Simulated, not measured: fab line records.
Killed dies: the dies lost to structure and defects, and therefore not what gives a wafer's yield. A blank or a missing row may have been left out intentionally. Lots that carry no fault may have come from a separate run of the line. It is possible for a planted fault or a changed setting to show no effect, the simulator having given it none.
fab line records ; flow gf180mcu ; part 1 of 2: steps 1 to 37 of 38
record lots=6; wafers=18; last-day=33
route steps=602 shown SALICIDE@279 CONTACT@287 M1@315 PASSIVATION@602
lots untouched by any fault: they come from a run of this same line in which no faults occurred
start-h: hours from the record's opening day to when the first of the lot's shown wafers began ; wait-h: time in hours since the lot's previous step ; " unchanged from the row above ; L1.1+2: one row covering several wafers at once ; - no value present, or no start provided ; * or withheld: withheld ; < > ~ a bound
route shown NAME@n: names a module that has steps shown in the file, with the first one's number in the route ; usual: mean/standard deviation taken from wafers without a fault ; same: alike in all rows ; chamber/n: place in a boat ; sites: each site's reading ; _std_site: the values' standard deviation ; _edge_site: the outer-site mean with the inner-site mean subtracted ; radius-mm: for every site, how far away it sits from the centre of the wafer ; mask NAME#n: copy n ; behind: the last tool/chamber to shape the wafer ; hold: cause of the lot's hold/its duration in hours/its outcome ; device: transistor that didn't switch, given as n, p or np ; end of line: the tests these same wafers got at the end of their route ; a step without rows: its recipe alone ; killed: the dies lost at the first sort to structure and to defects; this is not the yield of the wafer ; map: the dies of a wafer, with x for killed, . for not killed, _ for no die there
set.NAME: the run value of the setting; set.NAME@STEP: its run value at that earlier step ; model.NAME: the simulator's own value behind a step, which no gauge read
certain route steps with their lots: each step a table, each wafer a row
services: when a tool's chamber went out of use (start-h, in hours from the record's first day, below 0 if earlier), for how many hours, and the reason
## steps
# step GF_SALICIDE_WET_ETCH_01
# recipe chemistry=dHF; target-depth-nm=5; dry=ipa-marangoni; target=SiO2; temp-c=25; dilution=100:1; time-s=100
# step GF_SALICIDE_SPUTTER_02
# recipe material=Co; target-thk-nm=10; power-w=1000; time-s=20; chamber-pressure-pa=0.4
# usual throttle-valve-pct=29.9/1.3
lot.wafer;tool;chamber;start-h;wait-h;throttle-valve-pct
L161.3;pvd-sputter-01;-;338.19;0.0;29.1
L161.4;pvd-sputter-01;-;338.19;0.0;30.1
L161.5;pvd-sputter-01;-;338.19;0.0;30.3
L165.3;pvd-sputter-01;-;373.64;0.0;32.6
L165.4;pvd-sputter-01;-;373.64;0.0;29.5
L165.5;pvd-sputter-01;-;373.64;0.0;29.0
L167.2;pvd-sputter-02;-;385.76;0.0;30.7
L167.5;pvd-sputter-02;-;385.76;0.0;28.3
L167.6;pvd-sputter-02;-;385.76;0.0;30.6
L174.1;pvd-sputter-04;-;448.51;0.0;29.0
L174.2;pvd-sputter-04;-;448.51;0.0;29.0
L174.3;pvd-sputter-04;-;448.51;0.0;28.9
L175.1;pvd-sputter-02;-;462.02;0.0;31.6
L175.2;pvd-sputter-02;-;462.02;0.0;29.5
L175.3;pvd-sputter-02;-;462.02;0.0;27.9
L180.2;pvd-sputter-01;-;501.80;0.0;29.3
L180.4;pvd-sputter-01;-;501.80;0.0;30.1
L180.6;pvd-sputter-01;-;501.80;0.0;32.4
# step GF_SALICIDE_SPUTTER_03
# recipe material=TiN; target-thk-nm=20; power-w=6500; time-s=16.7; chamber-pressure-pa=0.4
# usual throttle-valve-pct=29.9/1.3
lot.wafer;tool;chamber;start-h;wait-h;throttle-valve-pct
L161.3;pvd-sputter-01;-;338.22;0.0;29.5
L161.4;pvd-sputter-01;-;338.22;0.0;30.1
L161.5;pvd-sputter-01;-;338.22;0.0;29.9
L165.3;pvd-sputter-01;-;373.67;0.0;32.6
L165.4;pvd-sputter-01;-;373.67;0.0;29.6
L165.5;pvd-sputter-01;-;373.67;0.0;29.0
L167.2;pvd-sputter-02;-;385.79;0.0;30.7
L167.5;pvd-sputter-02;-;385.79;0.0;28.1
L167.6;pvd-sputter-02;-;385.79;0.0;30.6
L174.1;pvd-sputter-04;-;448.54;0.0;28.6
L174.2;pvd-sputter-04;-;448.54;0.0;29.0
L174.3;pvd-sputter-04;-;448.54;0.0;28.8
L175.1;pvd-sputter-02;-;462.05;0.0;31.6
L175.2;pvd-sputter-02;-;462.05;0.0;29.5
L175.3;pvd-sputter-02;-;462.05;0.0;28.3
L180.2;pvd-sputter-01;-;501.83;0.0;29.5
L180.4;pvd-sputter-01;-;501.83;0.0;29.9
L180.6;pvd-sputter-01;-;501.83;0.0;32.4
# step GF_SALICIDE_RS_MEAS_04
# recipe thk-meas-gauge=four-point-probe; reads=TiN_of_SALICIDE_SPUTTER_03+Co_of_SALICIDE_SPUTTER_02
# usual SALICIDE_TIN_RS=16.4/0.34
lot.wafer;tool;chamber;start-h;wait-h;SALICIDE_TIN_RS[ohm/sq]
L161.3;film-metro-03;-;338.28;0.1;15.8
L161.4;film-metro-03;-;338.28;0.1;16.2
L161.5;film-metro-03;-;338.28;0.1;16.4
L165.3;film-metro-04;-;373.73;0.1;16.6
L165.4;film-metro-04;-;373.73;0.1;16.2
L165.5;film-metro-04;-;373.73;0.1;16.0
L167.2;film-metro-03;-;385.84;0.0;15.9
L167.5;film-metro-03;-;385.84;0.0;16.2
L167.6;film-metro-03;-;385.84;0.0;15.9
L174.1;film-metro-02;-;448.57;0.0;16.6
L174.2;film-metro-02;-;448.57;0.0;16.7
L174.3;film-metro-02;-;448.57;0.0;16.6
L175.1;film-metro-02;-;462.08;0.0;16.6
L175.2;film-metro-02;-;462.08;0.0;16.5
L175.3;film-metro-02;-;462.08;0.0;16.2
L180.2;film-metro-02;-;501.88;0.0;16.4
L180.4;film-metro-02;-;501.88;0.0;16.7
L180.6;film-metro-02;-;501.88;0.0;16.5
# step GF_SALICIDE_THK_MEAS_05
# recipe thk-meas-gauge=xrf; reads=TiN_of_SALICIDE_SPUTTER_03
# usual SALICIDE_TIN_THK=19.6/0.3
lot.wafer;tool;chamber;start-h;wait-h;SALICIDE_TIN_THK[nm]
L161.3;film-metro-03;-;338.38;0.1;19.8
L161.4;film-metro-03;-;338.38;0.1;19.5
L161.5;film-metro-03;-;338.38;0.1;19.5
L165.3;film-metro-04;-;373.83;0.1;20.3
L165.4;film-metro-04;-;373.83;0.1;20.2
L165.5;film-metro-04;-;373.83;0.1;20.3
L167.2;film-metro-03;-;385.95;0.1;19.3
L167.5;film-metro-03;-;385.95;0.1;18.8
L167.6;film-metro-03;-;385.95;0.1;19.4
L174.1;film-metro-02;-;448.69;0.1;19.2
L174.2;film-metro-02;-;448.69;0.1;19.6
L174.3;film-metro-02;-;448.69;0.1;19.6
L175.1;film-metro-02;-;462.20;0.1;19.8
L175.2;film-metro-02;-;462.20;0.1;19.3
L175.3;film-metro-02;-;462.20;0.1;19.4
L180.2;film-metro-02;-;501.99;0.1;19.5
L180.4;film-metro-02;-;501.99;0.1;19.5
L180.6;film-metro-02;-;501.99;0.1;19.6
# step GF_SALICIDE_RTA_06
# recipe temp-c=530; time-s=30; ambient=N2
# usual lamp-power-pct=5.69/0.16; wafer_temp_C_max=532.0/0.44
lot.wafer;tool;chamber;start-h;wait-h;lamp-power-pct;wafer_temp_C_max
L161.3;rtp-anneal-02;0;338.46;0.1;5.54;533.0
L161.4;rtp-anneal-02;0;338.46;0.1;5.54;531.5
L161.5;rtp-anneal-02;0;338.46;0.1;5.54;532.1
L165.3;rtp-anneal-01;0;373.91;0.1;5.86;532.4
L165.4;rtp-anneal-01;0;373.91;0.1;5.86;532.0
L165.5;rtp-anneal-01;0;373.91;0.1;5.86;532.3
L167.2;rtp-anneal-01;0;386.01;0.1;5.87;531.8
L167.5;rtp-anneal-01;0;386.01;0.1;5.87;532.3
L167.6;rtp-anneal-01;0;386.01;0.1;5.86;532.0
L174.1;rtp-anneal-01;0;448.75;0.1;5.87;532.7
L174.2;rtp-anneal-01;0;448.75;0.1;5.86;531.6
L174.3;rtp-anneal-01;0;448.75;0.1;5.86;532.5
L175.1;rtp-anneal-02;0;462.29;0.1;5.54;531.7
L175.2;rtp-anneal-02;0;462.29;0.1;5.54;531.9
L175.3;rtp-anneal-02;0;462.29;0.1;5.55;532.4
L180.2;rtp-anneal-02;0;502.05;0.1;5.55;531.8
L180.4;rtp-anneal-02;0;502.05;0.1;5.54;532.1
L180.6;rtp-anneal-02;0;502.05;0.1;5.54;531.7
# step GF_SALICIDE_WET_ETCH_07
# recipe chemistry=SPM; target-depth-nm=120; dry=n2-spin
# step GF_SALICIDE_RTA_08
# recipe temp-c=800; time-s=30; ambient=N2
# step GF_CONTACT_CVD_00
# recipe material=SiO2; target-thk-nm=300; sigma-open-frac=0.3; temp-c=400; time-s=50; sih4-flow-sccm=60; pressure-mtorr=6
# step GF_CONTACT_THK_MEAS_01
# recipe reads=SiO2_of_CONTACT_CVD_00
# usual CONTACT_CVD_00_THK=300/3.1
lot.wafer;tool;chamber;start-h;wait-h;CONTACT_CVD_00_THK[nm]
L161.3;film-metro-04;-;338.87;0.0;305
L161.4;film-metro-04;-;338.87;0.0;302
L161.5;film-metro-04;-;338.87;0.0;302
L165.3;film-metro-04;-;374.23;0.0;296
L165.4;film-metro-04;-;374.23;0.0;294
L165.5;film-metro-04;-;374.23;0.0;297
L167.2;film-metro-04;-;386.46;0.0;300
L167.5;film-metro-04;-;386.46;0.0;303
L167.6;film-metro-04;-;386.46;0.0;304
L174.1;film-metro-01;-;449.08;0.0;297
L174.2;film-metro-01;-;449.08;0.0;301
L174.3;film-metro-01;-;449.08;0.0;300
L175.1;film-metro-03;-;462.64;0.0;303
L175.2;film-metro-03;-;462.64;0.0;296
L175.3;film-metro-03;-;462.64;0.0;302
L180.2;film-metro-03;-;502.38;0.0;301
L180.4;film-metro-03;-;502.38;0.0;303
L180.6;film-metro-03;-;502.38;0.0;294
# step GF_CONTACT_CVD_02
# recipe material=SiO2; target-thk-nm=860; precursor=TEOS; temp-c=400; time-s=95.992; rf-w=600
# step GF_CONTACT_THK_MEAS_03
# recipe reads=SiO2_of_CONTACT_CVD_02
# usual CONTACT_CVD_02_THK=864/11
lot.wafer;tool;chamber;start-h;wait-h;CONTACT_CVD_02_THK[nm]
L161.3;film-metro-01;-;339.00;0.1;858
L161.4;film-metro-01;-;339.00;0.1;876
L161.5;film-metro-01;-;339.00;0.1;858
L165.3;film-metro-01;-;374.36;0.1;840
L165.4;film-metro-01;-;374.36;0.1;863
L165.5;film-metro-01;-;374.36;0.1;860
L167.2;film-metro-01;-;386.59;0.0;857
L167.5;film-metro-01;-;386.59;0.0;876
L167.6;film-metro-01;-;386.59;0.0;885
L174.1;film-metro-01;-;449.21;0.0;849
L174.2;film-metro-01;-;449.21;0.0;864
L174.3;film-metro-01;-;449.21;0.0;876
L175.1;film-metro-01;-;462.77;0.0;850
L175.2;film-metro-01;-;462.77;0.0;859
L175.3;film-metro-01;-;462.77;0.0;866
L180.2;film-metro-04;-;502.51;0.0;865
L180.4;film-metro-04;-;502.51;0.0;865
L180.6;film-metro-04;-;502.51;0.0;878
# step GF_CONTACT_CMP_04
# recipe material=SiO2; down-force-psi=4; platen-rpm=60; pad-velocity-m-s=0.94248
# usual motor-current-A=11.8/1.2; slurry-filter-dp-kPa=13.50/0.13; time-to-endpoint-s=118/5.9
lot.wafer;tool;chamber;start-h;wait-h;motor-current-A;slurry-filter-dp-kPa;time-to-endpoint-s;model.SiO2_of_CONTACT_CVD_02.thk-nm
L161.4;cmp-01;0;339.04;0.0;11.8;13.35;121;545.8
L161.3;cmp-01;2;339.04;0.0;12.9;13.54;115;546.9
L161.5;cmp-01;1;339.04;0.0;12.4;13.73;114;545.4
L165.3;cmp-01;1;374.40;0.0;12.9;13.54;114;546.3
L165.4;cmp-01;3;374.40;0.0;13.6;13.55;120;546.8
L165.5;cmp-01;2;374.40;0.0;13.0;13.42;145;666.3
L167.2;cmp-01;1;386.64;0.0;12.6;13.43;119;546.5
L167.5;cmp-01;1;386.64;0.0;12.7;13.51;125;546
L167.6;cmp-01;2;386.64;0.0;13.6;13.50;157;673.6
L174.3;cmp-02;3;449.32;0.1;10.0;13.67;126;546.8
L174.2;cmp-02;0;449.32;0.1;11.1;13.49;118;547.2
L174.1;cmp-02;1;449.32;0.1;9.5;13.30;105;544.2
L175.3;cmp-02;0;462.83;0.0;10.4;13.41;118;548.4
L175.1;cmp-02;2;462.83;0.0;12.1;13.52;116;548.6
L175.2;cmp-02;3;462.83;0.0;10.4;13.46;119;549.6
L180.2;cmp-02;3;502.61;0.1;10.0;13.46;117;547
L180.4;cmp-02;1;502.61;0.1;10.1;13.36;107;545.1
L180.6;cmp-02;3;502.61;0.1;10.1;13.79;123;547.7
# step GF_CONTACT_BOW_MEAS_05
# recipe mode=bow
# usual CONTACT_BOW=65/6.5
lot.wafer;tool;chamber;start-h;wait-h;CONTACT_BOW[um]
L161.3;film-metro-04;-;339.38;0.2;64
L161.4;film-metro-04;-;339.38;0.2;63
L161.5;film-metro-04;-;339.38;0.2;58
L165.3;film-metro-01;-;374.74;0.3;60
L165.4;film-metro-01;-;374.74;0.3;76
L165.5;film-metro-01;-;374.74;0.3;74
L167.2;film-metro-03;-;386.96;0.3;61
L167.5;film-metro-03;-;386.96;0.3;65
L167.6;film-metro-03;-;386.96;0.3;67
L174.1;film-metro-03;-;449.57;0.1;63
L174.2;film-metro-03;-;449.57;0.1;61
L174.3;film-metro-03;-;449.57;0.1;52
L175.1;film-metro-03;-;463.13;0.1;67
L175.2;film-metro-03;-;463.13;0.1;77
L175.3;film-metro-03;-;463.13;0.1;72
L180.2;film-metro-03;-;502.88;0.2;79
L180.4;film-metro-03;-;502.88;0.2;65
L180.6;film-metro-03;-;502.88;0.2;62
# step GF_CONTACT_DEHYDRATE_06
# recipe temp-c=200; time-s=60
# step GF_CONTACT_HMDS_07
# recipe prime-time-s=60; prime-temp-c=120
# step GF_CONTACT_COAT_08
# recipe resist=BARC; temp-c=withheld; time-s=withheld; spin-rpm=withheld; resist-thk-nm=withheld
# step GF_CONTACT_COAT_09
# recipe resist=KrF; spin-rpm=withheld; resist-thk-nm=1000
# step GF_CONTACT_SOFTBAKE_10
# recipe temp-c=130; time-s=60; resist=KrF
# step GF_CONTACT_EXPOSE_11
# recipe mask-id=Contact; target-cd-nm=220; na=0.68; source-shape=conventional; sigma-outer=0.6; dose-mj=38
# step GF_CONTACT_PEB_12
# recipe peb-temp-c=135; peb-time-s=90; resist=KrF
# step GF_CONTACT_DEVELOP_13
# recipe develop-time-s=60; resist=KrF; dev-temp-c=21
# step GF_CONTACT_CD_MEAS_14
# recipe target-cd-nm=220
# usual cd-nm=219.9/1.3
lot.wafer;tool;chamber;start-h;wait-h;cd-nm
L161.3;cd-sem-01;-;361.25;0.1;219.2
L161.4;cd-sem-01;-;361.25;0.1;219.6
L161.5;cd-sem-01;-;361.25;0.1;220.3
L165.3;cd-sem-01;-;397.59;0.1;219.9
L165.4;cd-sem-01;-;397.59;0.1;218.9
L165.5;cd-sem-01;-;397.59;0.1;220.1
L167.2;cd-sem-01;-;410.46;0.1;220.6
L167.5;cd-sem-01;-;410.46;0.1;220.3
L167.6;cd-sem-01;-;410.46;0.1;220.0
L174.1;cd-sem-02;-;473.49;0.1;217.8
L174.2;cd-sem-02;-;473.49;0.1;218.6
L174.3;cd-sem-02;-;473.49;0.1;218.9
L175.1;cd-sem-02;-;487.44;0.1;218.7
L175.2;cd-sem-02;-;487.44;0.1;220.4
L175.3;cd-sem-02;-;487.44;0.1;220.1
L180.2;cd-sem-02;-;526.76;0.1;221.1
L180.4;cd-sem-02;-;526.76;0.1;222.8
L180.6;cd-sem-02;-;526.76;0.1;221.9
# step GF_CONTACT_OVL_MEAS_15
# usual CONTACT_OVL=0/5.5
lot.wafer;tool;chamber;start-h;wait-h;CONTACT_OVL[nm]
L161.3;overlay-02;-;361.34;0.1;-7
L161.4;overlay-02;-;361.34;0.1;-1
L161.5;overlay-02;-;361.34;0.1;-7
L165.3;overlay-01;-;397.68;0.1;4
L165.4;overlay-01;-;397.68;0.1;5
L165.5;overlay-01;-;397.68;0.1;-3
L167.2;overlay-01;-;410.57;0.1;5
L167.5;overlay-01;-;410.57;0.1;5
L167.6;overlay-01;-;410.57;0.1;3
L174.1;overlay-02;-;473.61;0.1;1
L174.2;overlay-02;-;473.61;0.1;-2
L174.3;overlay-02;-;473.61;0.1;1
L175.1;overlay-02;-;487.56;0.1;4
L175.2;overlay-02;-;487.56;0.1;9
L175.3;overlay-02;-;487.56;0.1;3
L180.2;overlay-01;-;526.87;0.1;8
L180.4;overlay-01;-;526.87;0.1;9
L180.6;overlay-01;-;526.87;0.1;6
# step GF_CONTACT_ETCH_16
# recipe chemistry=N2/H2; target-depth-a=withheld; overetch-a=withheld; time-s=withheld; target=BARC; ion-energy-ev=200; source-w=500; bias-w=100; pressure-mtorr=30; n2-flow-sccm=100; h2-flow-sccm=200
# usual bias-w=99.99/0.29; drypump-motor-current-A=5.6/0.48; h2-flow-sccm=200.0/0.6; oes-product-au=0.854/0.0055; throttle-valve-pct=13.226/0.0094
lot.wafer;tool;chamber;start-h;wait-h;bias-w;drypump-motor-current-A;h2-flow-sccm;oes-product-au;throttle-valve-pct
L161.3;rie-diel-02;3;361.37;0.0;100.00;5.6;200.3;0.856;13.220
L161.4;rie-diel-02;0;361.37;0.0;100.05;6.3;200.5;0.855;13.227
L161.5;rie-diel-02;1;361.37;0.0;100.12;5.7;199.0;0.856;13.224
L165.3;rie-diel-01;2;397.70;0.0;99.84;5.2;200.2;0.857;13.235
L165.4;rie-diel-01;3;397.70;0.0;99.91;5.5;200.0;0.852;13.247
L165.5;rie-diel-01;0;397.70;0.0;99.90;4.8;199.1;0.850;13.220
L167.2;rie-diel-03;3;410.60;0.0;99.80;5.2;200.2;0.856;13.225
L167.5;rie-diel-03;2;410.60;0.0;100.44;5.9;198.8;0.870;13.223
L167.6;rie-diel-03;1;410.60;0.0;100.28;6.1;199.8;0.853;13.221
L174.1;rie-diel-03;2;473.65;0.0;99.70;5.8;200.7;0.856;13.226
L174.2;rie-diel-03;1;473.65;0.0;99.75;6.1;199.1;0.863;13.220
L174.3;rie-diel-03;3;473.65;0.0;100.07;5.2;200.1;0.855;13.217
L175.1;rie-diel-03;0;487.60;0.0;99.81;5.9;200.2;0.853;13.236
L175.2;rie-diel-03;2;487.60;0.0;100.41;5.8;201.1;0.850;13.224
L175.3;rie-diel-03;1;487.60;0.0;100.24;6.1;201.0;0.853;13.216
L180.2;rie-diel-02;2;526.90;0.0;100.12;6.2;200.2;0.848;13.240
L180.4;rie-diel-02;3;526.90;0.0;100.04;5.6;200.4;0.858;13.212
L180.6;rie-diel-02;1;526.90;0.0;100.08;5.7;200.5;0.847;13.208
# step GF_CONTACT_ETCH_17
# recipe chemistry=C4F8/O2/Ar; mask-material=KrF; target=SiO2; stop-on=CoSi2; source-w=1500; bias-w=1200; pressure-mtorr=40; c4f8-flow-sccm=withheld; O2_flow_sccm=6; Ar_flow_sccm=300; time-s=withheld; target-depth-a=8600
# usual bias-w=1200/3.6; oes-product-au=0.808/0.0044
lot.wafer;tool;chamber;start-h;wait-h;bias-w;oes-product-au;model.CONTACT.feature-depth-nm;model.etch.depth-nm
L161.3;rie-diel-02;3;-;-;1204;0.814;852;852
L161.4;rie-diel-02;0;-;-;1197;0.808;847.9;847.9
L161.5;rie-diel-02;1;-;-;1196;0.811;847.6;847.6
L165.3;rie-diel-01;2;-;-;1197;0.808;842.9;842.9
L165.4;rie-diel-01;3;-;-;1198;0.798;840.5;840.5
L165.5;rie-diel-01;0;-;-;1202;0.867;963;963
L167.2;rie-diel-03;3;-;-;1198;0.809;847;847
L167.5;rie-diel-03;2;-;-;1200;0.807;848.5;848.5
L167.6;rie-diel-03;1;-;-;1200;0.871;978.1;978.1
L174.1;rie-diel-03;2;-;-;1198;0.799;841.3;841.3
L174.2;rie-diel-03;1;-;-;1197;0.810;847.7;847.7
L174.3;rie-diel-03;3;-;-;1197;0.808;846.7;846.7
L175.1;rie-diel-03;0;-;-;1197;0.807;851.8;851.8
L175.2;rie-diel-03;2;-;-;1200;0.804;845.8;845.8
L175.3;rie-diel-03;1;-;-;1203;0.810;850.8;850.8
L180.2;rie-diel-02;2;-;-;1205;0.808;847.6;847.6
L180.4;rie-diel-02;3;-;-;1202;0.816;847.7;847.7
L180.6;rie-diel-02;1;-;-;1199;0.807;842;842
# step GF_CONTACT_STRIP_18
# recipe chemistry=O2/N2; power-w=1400; pressure-mtorr=1500; platen-temp-c=250; o2-flow-sccm=3000; n2-flow-sccm=300; overash-fraction=0.5
# usual drypump-motor-current-A=5.5/0.45; heater-power-w=303/18; oes-product-au=0.580/0.0054
# same overash-fraction=0.5
lot.wafer;tool;chamber;start-h;wait-h;drypump-motor-current-A;heater-power-w;oes-product-au;rf-hours-counter-h
L161.3;plasma-asher-01;1;361.56;-;6.1;292;0.584;-
L161.4;plasma-asher-01;0;361.56;-;6.1;341;0.568;-
L161.5;plasma-asher-01;0;361.56;-;6.1;330;0.582;-
L165.3;plasma-asher-01;0;397.90;-;6.1;342;0.582;-
L165.4;plasma-asher-01;1;397.90;-;6.0;301;0.585;-
L165.5;plasma-asher-01;1;397.90;-;6.0;303;0.579;-
L167.2;plasma-asher-04;1;410.76;-;5.0;271;0.585;73
L167.5;plasma-asher-04;0;410.76;-;5.7;308;0.577;-
L167.6;plasma-asher-04;1;410.76;-;5.0;278;0.581;-
L174.1;plasma-asher-02;1;473.81;-;4.9;317;0.579;4
L174.2;plasma-asher-02;0;473.81;-;5.3;301;0.583;4
L174.3;plasma-asher-02;1;473.81;-;4.9;325;0.587;-
L175.1;plasma-asher-02;1;487.76;-;4.9;308;0.572;5
L175.2;plasma-asher-02;0;487.76;-;5.3;304;0.591;5
L175.3;plasma-asher-02;0;487.76;-;5.3;298;0.590;-
L180.2;plasma-asher-04;1;527.06;-;5.0;275;0.585;86
L180.4;plasma-asher-04;1;527.06;-;5.0;280;0.579;-
L180.6;plasma-asher-04;0;527.06;-;5.7;306;0.577;-
# step GF_CONTACT_CLEAN_19
# recipe chemistry=SPM
# step GF_CONTACT_CLEAN_20
# recipe chemistry=DIW
# step GF_CONTACT_CLEAN_21
# recipe chemistry=dHF; time-s=20; dilution=100:1; dry=ipa-marangoni
# step GF_CONTACT_SPUTTER_22
# recipe material=Ti; target-thk-nm=15; chamber-pressure-pa=5; power-w=2500; substrate-temp-c=200; time-s=80.02
# step GF_CONTACT_SPUTTER_23
# recipe material=TiN; target-thk-nm=10; chamber-pressure-pa=5; power-w=4000; time-s=40
# step GF_CONTACT_CVD_24
# recipe material=W; target-thk-nm=300; time-s=90.339; temp-c=400; pressure-torr=40
# step GF_CONTACT_RS_MEAS_25
# recipe thk-meas-gauge=four-point-probe; reads=W_of_CONTACT_CVD_24+TiN_of_CONTACT_SPUTTER_23+Ti_of_CONTACT_SPUTTER_22
# usual CONTACT_W_RS=0.383/0.0043
lot.wafer;tool;chamber;start-h;wait-h;CONTACT_W_RS[ohm/sq]
L161.3;film-metro-03;-;362.07;0.1;0.383
L161.4;film-metro-03;-;362.07;0.1;0.390
L161.5;film-metro-03;-;362.07;0.1;0.382
L165.3;film-metro-03;-;398.41;0.1;0.383
L165.4;film-metro-03;-;398.41;0.1;0.387
L165.5;film-metro-03;-;398.41;0.1;0.385
L167.2;film-metro-01;-;411.29;0.1;0.382
L167.5;film-metro-01;-;411.29;0.1;0.380
L167.6;film-metro-01;-;411.29;0.1;0.378
L174.1;film-metro-03;-;474.33;0.1;0.381
L174.2;film-metro-03;-;474.33;0.1;0.385
L174.3;film-metro-03;-;474.33;0.1;0.390
L175.1;film-metro-03;-;488.36;0.1;0.387
L175.2;film-metro-03;-;488.36;0.1;0.385
L175.3;film-metro-03;-;488.36;0.1;0.384
L180.2;film-metro-04;-;527.58;0.1;0.385
L180.4;film-metro-04;-;527.58;0.1;0.384
L180.6;film-metro-04;-;527.58;0.1;0.383
# step GF_CONTACT_THK_MEAS_26
# recipe thk-meas-gauge=xrf; reads=W_of_CONTACT_CVD_24
# usual CONTACT_W_THK=308/3.6
lot.wafer;tool;chamber;start-h;wait-h;CONTACT_W_THK[nm]
L161.3;film-metro-03;-;362.17;0.1;308
L161.4;film-metro-03;-;362.17;0.1;303
L161.5;film-metro-03;-;362.17;0.1;310
L165.3;film-metro-03;-;398.51;0.1;304
L165.4;film-metro-03;-;398.51;0.1;302
L165.5;film-metro-03;-;398.51;0.1;304
L167.2;film-metro-01;-;411.40;0.1;305
L167.5;film-metro-01;-;411.40;0.1;305
L167.6;film-metro-01;-;411.40;0.1;310
L174.1;film-metro-03;-;474.45;0.1;311
L174.2;film-metro-03;-;474.45;0.1;309
L174.3;film-metro-03;-;474.45;0.1;302
L175.1;film-metro-03;-;488.48;0.1;304
L175.2;film-metro-03;-;488.48;0.1;305
L175.3;film-metro-03;-;488.48;0.1;307
L180.2;film-metro-04;-;527.69;0.1;304
L180.4;film-metro-04;-;527.69;0.1;306
L180.6;film-metro-04;-;527.69;0.1;306
# step GF_CONTACT_CMP_27
# recipe stop-on=SiO2; down-force-psi=3.5; platen-rpm=60; t-overpolish-s=15; target-thk-nm=0; pad-velocity-m-s=0.94248
# usual motor-current-A=10.7/1.2; slurry-filter-dp-kPa=13.51/0.13
lot.wafer;tool;chamber;start-h;wait-h;motor-current-A;slurry-filter-dp-kPa;model.SiO2_of_CONTACT_CVD_02.thk-nm
L161.3;cmp-01;1;362.35;0.2;11.7;13.43;540.1
L161.4;cmp-01;2;362.35;0.2;11.1;13.52;539.1
L161.5;cmp-01;0;362.35;0.2;10.3;13.49;538.6
L165.3;cmp-02;1;398.65;0.1;8.9;13.54;539.5
L165.4;cmp-02;2;398.65;0.1;10.9;13.44;539.9
L165.5;cmp-02;3;398.65;0.1;9.2;13.53;659.5
L167.2;cmp-01;1;411.60;0.2;11.9;13.30;539.7
L167.5;cmp-01;2;411.60;0.2;11.9;13.62;539.2
L167.6;cmp-01;3;411.60;0.2;12.2;13.57;666.9
L174.3;cmp-02;1;474.56;0.1;9.0;13.51;540.1
L174.1;cmp-02;2;474.56;0.1;11.1;13.38;537.4
L174.2;cmp-02;3;474.56;0.1;9.1;13.45;540.4
L175.1;cmp-01;1;488.64;0.1;11.7;13.36;541.9
L175.3;cmp-01;2;488.64;0.1;11.4;13.58;541.6
L175.2;cmp-01;0;488.64;0.1;10.1;13.63;542.9
L180.4;cmp-02;0;527.74;0.0;9.4;13.61;538.3
L180.2;cmp-02;2;527.74;0.0;11.1;13.32;540.3
L180.6;cmp-02;1;527.74;0.0;9.2;13.45;540.9
# step GF_M1_SPUTTER_00
# recipe material=Ti; target-thk-nm=37.5; arriving-ion-energy-ev=80; substrate-temp-c=200; chamber-pressure-pa=2; power-w=4000; time-s=150
## key
first-sign step=GF_CONTACT_CMP_04; reading=time-to-endpoint-s; direction=up; sigmas=5.5; usual=*; struck=*
effect step=GF_CONTACT_ETCH_17; reading=oes-product-au; direction=up; sigmas=14; usual=0.808; struck=0.869
model-effect step=GF_CONTACT_CMP_04; value=SiO2_of_CONTACT_CVD_02.thk-nm; without=547.5; struck=670
model-effect step=GF_CONTACT_ETCH_17; value=CONTACT.feature-depth-nm; without=848.1; struck=970.6
model-effect step=GF_CONTACT_CMP_27; value=SiO2_of_CONTACT_CVD_02.thk-nm; without=540.7; struck=663.2
model-effect step=GF_PASSIVATION_PROBE_99; value=etest.contact-pplus.rc-ohm; without=5.266; struck=5.719
met-at GF_CONTACT_CMP_04
struck-wafers L165.5,L167.6
tester-left-out L165,L167
onset-between 339.04 374.40
fault kind=process-parameter-drift; tool=cmp-01; chamber=2; onset-h=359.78; steps=GF_CONTACT_CMP_04; channel=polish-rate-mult; offset=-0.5; shape=step; end-h=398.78
# tester-left-out: of these lots the tester's yield and bins aren't shown, on N5 and GAA mostly nor the transistor test; their killed dies are dies lost to structure and defects alone, not to doping, threshold or leakage, so they don't give the yield
